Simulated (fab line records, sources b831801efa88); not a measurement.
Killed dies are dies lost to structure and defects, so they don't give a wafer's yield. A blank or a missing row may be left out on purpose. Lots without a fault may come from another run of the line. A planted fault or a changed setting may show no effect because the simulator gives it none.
A struck lot beside a sound one | flow sky130 | 44 steps out of a route of 708
Sound: wafers L696.1, L696.2, L696.3. Struck: wafer L708.5. (L708.6 of the same lot was not struck and is left out.) The cause comes at the end.
At each step with rows: each side's tool, then ch and its chambers, then its first start. Under that, the readings that differ: sound wafers | struck wafers | difference of the means | sigmas: that difference in standard deviations of wafers without a fault.
alike: readings whose means differ by less than 2 such deviations, and words and numbers that are the same on both sides. not compared: withheld readings, readings that some wafer has no value for, bounds like >300 that may hide the same value, and numbers for which the record gives no deviation and whose values overlap.
The two part at a step that has a row with sigmas, a row that says differs or no value, or rows on one side only. Numbers that don't overlap but have no deviation are shown without sigmas and don't part them. A reading that every wafer of one side lacks parts them only if that side has two wafers or more.

first, 4 steps without rows for these wafers: SKY_VIA4_STRIP_14 (strips in post etch residue remover, time 1200 s); SKY_VIA4_CLEAN_15 (cleans in IPA, time 180 s); SKY_VIA4_CLEAN_16 (cleans in O3/DIW); SKY_VIA4_SPUTTER_17 (material TiN, target thk 20 nm, time 80 s).
SKY_VIA4_CVD_18: deposits W, target thk 505 nm, time 152.14 s.
  sound on cvd_w-01 ch 0,1, day 45 16:39; struck on cvd_w-02 ch 1, day 48 20:28
  alike: heater_power_w
SKY_VIA4_RS_MEAS_19: measures by four-point-probe.
  sound on film_metro-03, day 45 16:49; struck on film_metro-01, day 48 20:36
  alike: VIA4_W_RS
SKY_VIA4_THK_MEAS_20: measures by xrf.
  sound on film_metro-03, day 45 16:56; struck on film_metro-01, day 48 20:41
  alike: VIA4_W_THK
SKY_VIA4_CMP_21: polishes, stops on SiO2, t overpolish 25 s, target thk 0 nm.
  sound on cmp-02 ch 0,1,2, day 45 16:59; struck on cmp-01 ch 0, day 48 21:02
  alike: motor_current_A, overpolish_run_s, platen_rpm, time_to_endpoint_s
SKY_METAL5_SPUTTER_00: material Ti, target thk 15 nm, time 10 s.
  sound on pvd_sputter-02, day 45 17:17; struck on pvd_sputter-01, day 48 21:08
  alike: throttle_valve_pct
then, 3 steps without rows for these wafers: SKY_METAL5_SPUTTER_01 (material TiN, target thk 20 nm, time 16.7 s); SKY_METAL5_SPUTTER_02 (material AlCu, target thk 1150 nm, time 61.2 s); SKY_METAL5_SPUTTER_03 (material Ti, target thk 5 nm, time 3.3 s).
SKY_METAL5_SPUTTER_04: material TiN, target thk 70 nm, time 58.3 s.
  sound on pvd_sputter-02, day 45 17:24; struck on pvd_sputter-01, day 48 21:16
  reading                                    | sound             | struck | difference | sigmas
  model.TiN_of_METAL5_SPUTTER_04.thk_nm (nm) | 68.98 69.78 68.94 | 41.87  | -27.36     |
  alike: throttle_valve_pct
SKY_METAL5_RS_MEAS_05: measures by four-point-probe.
  sound on film_metro-01, day 45 17:27; struck on film_metro-03, day 48 21:23
  alike: METAL5_ALCU_RS
SKY_METAL5_THK_MEAS_06: measures by xrf.
  sound on film_metro-01, day 45 17:34; struck on film_metro-03, day 48 21:28
  reading              | sound          | struck | difference | sigmas
  METAL5_ALCU_THK (nm) | 1122 1105 1106 | 1194   | +83        | +6
then, 9 steps without rows for these wafers: SKY_METAL5_DEHYDRATE_07 (time 60 s); SKY_METAL5_HMDS_08 (prime time 60 s); SKY_METAL5_COAT_09 (resist thk 1800 nm); SKY_METAL5_SOFTBAKE_10 (time 60 s); SKY_METAL5_EXPOSE_11 (exposes mask MM5, target cd 1600 nm); SKY_METAL5_PEB_12; SKY_METAL5_DEVELOP_13 (develop time 60 s); SKY_METAL5_DESCUM_14 (chemistry O2, time 11 s); SKY_METAL5_METAL_ETCH_15 (etches the open film in Cl2/BCl3, stops on SiO2, target depth 1260 nm, time 252 s).
SKY_METAL5_STRIP_16: strips in O2/N2.
  sound on plasma_asher-01 ch 0,1, day 46 13:47; struck on plasma_asher-02 ch 0, day 49 15:12
  alike: drypump_motor_current_A, oes_product_au, strip_time_to_endpoint_s
  not compared: rf_hours_counter_h
SKY_METAL5_STRIP_17: strips in post etch residue remover, time 1200 s.
  sound on wet_bench-01 ch 0, day 46 13:53; struck on wet_bench-01 ch 0, day 49 15:14
  reading                                    | sound             | struck | difference | sigmas
  model.TiN_of_METAL5_SPUTTER_04.thk_nm (nm) | 68.57 69.37 68.53 | 41.44  | -27.38     |
then, 2 steps without rows for these wafers: SKY_METAL5_CLEAN_18 (cleans in IPA, time 180 s); SKY_METAL5_CLEAN_19 (cleans in O3/DIW).
SKY_PASSIVATION_CVD_00: deposits SiO2, target thk 90 nm.
  sound on pecvd-04 ch 0,1,2, day 46 14:23; struck on pecvd-03 ch 2, day 49 15:49
  alike: heater_power_w
SKY_PASSIVATION_THK_MEAS_01:
  sound on film_metro-02, day 46 14:24; struck on film_metro-02, day 49 15:53
  alike: PASSIVATION_CVD_00_THK
then, 1 step without rows for these wafers: SKY_PASSIVATION_CVD_02 (deposits Si3N4, target thk 540 nm).
SKY_PASSIVATION_THK_MEAS_03:
  sound on film_metro-02, day 46 14:41; struck on film_metro-01, day 49 16:10
  alike: PASSIVATION_CVD_02_THK
then, 7 steps without rows for these wafers: SKY_PASSIVATION_DEHYDRATE_04 (time 60 s); SKY_PASSIVATION_HMDS_05 (prime time 60 s); SKY_PASSIVATION_COAT_06 (resist thk 3000 nm); SKY_PASSIVATION_SOFTBAKE_07; SKY_PASSIVATION_EXPOSE_08 (exposes mask NSM, target cd 3000 nm); SKY_PASSIVATION_PEB_09; SKY_PASSIVATION_DEVELOP_10 (develop time 60 s).
SKY_PASSIVATION_ETCH_11: etches the open film in CF4/O2, stops on AlCu, target depth 725 nm, time 161.1 s.
  sound on rie_diel-03 ch 1,2,3, day 47 09:43; struck on rie_diel-03 ch 1, day 50 08:34
  reading                                 | sound             | struck | difference | sigmas
  model.PASSIVATION.feature_depth_nm (nm) | 692.3 696.4 703.7 | 680.8  | -16.7      |
  alike: O2_flow_sccm, drypump_motor_current_A, oes_product_au, throttle_valve_pct
  not compared: rf_hours_counter_h
then, 2 steps without rows for these wafers: SKY_PASSIVATION_STRIP_12 (strips in O2/N2); SKY_PAD_OPEN_DEHYDRATE_00 (time 60 s).
SKY_PAD_OPEN_ETCH_07: etches the open film in CF4/O2, stops on AlCu, target depth 725 nm, time 161.1 s.
  sound on rie_diel-03 ch 0,1,3, day 48 04:55; struck on rie_diel-03 ch 2, day 51 00:13
  reading                              | sound             | struck | difference | sigmas
  oes_product_au (a.u.)                | 0.969 0.974 0.979 | 0.959  | -0.015     | -2
  model.PAD_OPEN.feature_depth_nm (nm) | 692.3 696.4 703.7 | 680.8  | -16.7      |
  alike: O2_flow_sccm, drypump_motor_current_A, throttle_valve_pct
  not compared: rf_hours_counter_h
SKY_PAD_OPEN_PROBE_99:
  sound on prober-01, day 48 07:14; struck on prober-02, day 51 03:50
  reading                  | sound       | struck | difference | sigmas
  killed_at_M0_to_M3       | 50 47 64    | 31     | -23        | -3
  killed_short             | 43 40 53    | 30     | -15        | -3
  sort_bin_3_pad_short (%) | 1.2 0.8 1.4 | 0      | -1         | -3
  alike: defect_limited_yield, killed_at_M4_up, killed_at_contacts, killed_at_front_end, killed_at_other, killed_dies, killed_open, sort_bin_5_function, sort_bin_6_memory, sort_n_pass, sort_yield_pct

WHERE THEY PART
First at SKY_METAL5_THK_MEAS_06; last, within this record, at SKY_PAD_OPEN_PROBE_99.

WHY: what the simulator had put in
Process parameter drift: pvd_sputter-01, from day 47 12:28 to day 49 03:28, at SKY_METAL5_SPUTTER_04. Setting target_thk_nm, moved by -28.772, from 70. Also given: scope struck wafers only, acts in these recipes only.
